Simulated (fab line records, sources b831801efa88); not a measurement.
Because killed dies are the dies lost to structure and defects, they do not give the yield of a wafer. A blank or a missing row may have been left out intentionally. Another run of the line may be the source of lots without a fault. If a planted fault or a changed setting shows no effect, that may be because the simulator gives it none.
Which tool did it? :: flow gf180mcu :: 12 lots, 36 wafers sampled, at 1 step of a route of 602

## WHAT EACH GAUGE READ, for each wafer
GF_STI_THK_MEAS_22.
lot: L075
measured: day 2 13:05
on: film metro-04
STI_OXIDATION_01_THK (nm): 15.05 15.31 15.10

lot: L077
measured: day 2 22:54
on: film metro-01
STI_OXIDATION_01_THK (nm): 14.73 14.66 14.82

lot: L079
measured: day 3 06:42
on: film metro-01
STI_OXIDATION_01_THK (nm): 14.61 14.40 14.40

lot: L081
measured: day 3 20:28
on: film metro-04
STI_OXIDATION_01_THK (nm): 14.63 14.67 14.89

lot: L083
measured: day 4 03:32
on: film metro-04
STI_OXIDATION_01_THK (nm): 14.49 14.54 14.50

lot: L085
measured: day 4 14:57
on: film metro-04
STI_OXIDATION_01_THK (nm): 14.68 14.70 14.59

lot: L087
measured: day 4 22:46
on: film metro-04
STI_OXIDATION_01_THK (nm): 14.67 14.85 14.71

lot: L089
measured: day 5 08:59
on: film metro-04
STI_OXIDATION_01_THK (nm): 14.85 14.91 14.92

lot: L091
measured: day 5 19:50
on: film metro-01
STI_OXIDATION_01_THK (nm): 15.11 15.34 14.90

lot: L093
measured: day 6 05:22
on: film metro-02
STI_OXIDATION_01_THK (nm): 14.88 14.95 14.94

lot: L095
measured: day 6 15:38
on: film metro-04
STI_OXIDATION_01_THK (nm): 14.86 14.88 14.85

lot: L097
measured: day 7 01:53
on: film metro-04
STI_OXIDATION_01_THK (nm): 15.36 15.48 15.23

## WHAT TOOL EACH LOT RAN ON (gives the tool, then ch and the chambers of the sampled wafers, and finally the start)
No process step before these readings appears in the record.

## THE ANSWER, worked out from the rows above alone
Rule: the usual values come from the lots themselves. Put in order of their means at a reading, lots are off if they are a third of the lots or fewer, leave a main group of 4 or more, and stand apart from it by a gap of 3 or more times the standard deviation of the main group's means; of several such gaps the widest counts. Not used: any main group whose means are identical at the precision the tables above print for the reading. A lot without any number at a reading at which 4 lots or more have one is off too. All remaining lots with rows at the step are treated as sound.
None of the lots is off at any reading shown; this tells nothing.

## WHAT THE SIMULATOR HAD INSERTED
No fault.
